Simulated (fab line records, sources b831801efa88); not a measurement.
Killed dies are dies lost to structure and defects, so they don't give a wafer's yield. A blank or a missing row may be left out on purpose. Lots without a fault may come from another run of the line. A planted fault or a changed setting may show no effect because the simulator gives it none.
A struck lot beside a sound one | flow sky130 | 17 steps out of a route of 708
Sound: wafers L102.1, L102.2, L102.6. Struck: wafers L120.1, L120.3, L120.4. The cause comes at the end.
At each step with rows: each side's tool, then ch and its chambers, then its first start. Under that, the readings that differ: sound wafers | struck wafers | difference of the means | sigmas: that difference in standard deviations of wafers without a fault.
alike: readings whose means differ by less than 2 such deviations, and words and numbers that are the same on both sides. not compared: withheld readings, readings that some wafer has no value for, bounds like >300 that may hide the same value, and numbers for which the record gives no deviation and whose values overlap.
The two part at a step that has a row with sigmas, a row that says differs or no value, or rows on one side only. Numbers that don't overlap but have no deviation are shown without sigmas and don't part them. A reading that every wafer of one side lacks parts them only if that side has two wafers or more.

first, 2 steps without rows for these wafers: SKY_NWELL_IMPLANT_12; SKY_NWELL_IMPLANT_13.
SKY_NWELL_STRIP_14: strips in O2/N2.
  sound on plasma_asher-01 ch 0,1, day 5 11:57; struck on plasma_asher-02 ch 0,1, day 9 19:13
  alike: drypump_motor_current_A, oes_product_au, strip_time_to_endpoint_s
  not compared: rf_hours_counter_h
SKY_NWELL_TW_MEAS_15:
  sound on film_metro-02, day 5 12:03; struck on film_metro-03, day 9 19:19
  reading  | sound          | struck         | difference | sigmas
  NWELL_TW | 1832 1837 1838 | 1812 1813 1806 | -25        | -2
then, 7 steps without rows for these wafers: SKY_NWELL_DEHYDRATE_16 (time 60 s); SKY_NWELL_HMDS_17 (prime time 60 s); SKY_NWELL_COAT_18 (resist thk 3000 nm); SKY_NWELL_SOFTBAKE_19; SKY_NWELL_EXPOSE_20 (exposes mask NWM COMPLEMENT, target cd 840 nm); SKY_NWELL_PEB_21; SKY_NWELL_DEVELOP_22 (develop time 60 s).
SKY_NWELL_OVL_MEAS_23:
  sound on overlay-02, day 6 06:43; struck on overlay-02, day 10 16:49
  alike: NWELL_01_OVL
SKY_NWELL_IMPLANT_24:
  sound on implanter-02 ch 0, day 6 06:45; struck on implanter-03 ch 0, day 10 16:51
  reading            | sound                         | struck                           | difference  | sigmas
  dose_ions_cm2      | 9.206e+12 9.202e+12 9.198e+12 | 1.1061e+13 1.1055e+13 1.1071e+13 | +1.8603e+12 | +99 or more
  faraday_current_uA | 51.1 50.9 52.6                | 61.0 60.3 63.1                   | +9.9        | +10
SKY_NWELL_STRIP_25: strips in O2/N2.
  sound on plasma_asher-02 ch 0,1, day 6 06:54; struck on plasma_asher-02 ch 0,1, day 10 17:00
  alike: drypump_motor_current_A, oes_product_au, strip_time_to_endpoint_s
  not compared: rf_hours_counter_h
SKY_NWELL_TW_MEAS_26:
  sound on film_metro-03, day 6 07:00; struck on film_metro-01, day 10 17:06
  reading    | sound       | struck      | difference | sigmas
  NWELL_2_TW | 496 496 498 | 519 518 520 | +22        | +6
then, 1 step without rows for these wafers: SKY_NWELL_CLEAN_27 (cleans in SC1/SC2, time 150 s).
-- the record jumps here: 40 days lie between the struck wafers' starts before and after (it left off in module NWELL and takes up again in module PAD_OPEN, whose first step shown is number 708 of the route) --
SKY_PAD_OPEN_PROBE_99:
  sound on prober-02, day 46 18:56; struck on prober-02, day 50 13:28
  reading                                    | sound                        | struck                        | difference | sigmas
  model.etest.pfet_16v.r_on_ohm_um           | 1.495e+04 1.55e+04 1.509e+04 | 1.373e+04 1.365e+04 1.372e+04 | -1.480e+03 |
  model.etest.res_iso_pwell.rs_ohm_sq        | 3045 3376 3178               | 2520 2450 2418                | -737       |
  model.etest.res_pwell_under_gate.rs_ohm_sq | 2289 2313 2283               | 2002 2001 2012                | -290       |
  model.etest.res_iso_pwell.line_ohm_um      | 1160 1271 1202               | 955.4 918.2 910.6             | -282.9     |
  model.etest.res_nwell.width_nm (nm)        | 841.8 851.4 837.1            | 823.7 822.3 829.5             | -18.3      |
  model.etest.pfet_16v.drive_ua_um           | 249.9 246.5 249.8            | 261 265.2 261                 | +14        |
  model.etest.field_n.vt_v (V)               | 35.94 36.64 36.4             | 39.63 39.02 38.79             | +2.82      |
  alike: killed_at_M0_to_M3, killed_at_M4_up, killed_at_contacts, killed_at_front_end, killed_at_other, killed_dies, killed_open, killed_short
  not compared: model.etest.nfet_05v0_nvt.off_log10_a_um

WHERE THEY PART
First at SKY_NWELL_TW_MEAS_15; last, within this record, at SKY_NWELL_TW_MEAS_26. Later steps at which nothing parts them and some readings are alike: SKY_PAD_OPEN_PROBE_99.

WHY: what the simulator had put in
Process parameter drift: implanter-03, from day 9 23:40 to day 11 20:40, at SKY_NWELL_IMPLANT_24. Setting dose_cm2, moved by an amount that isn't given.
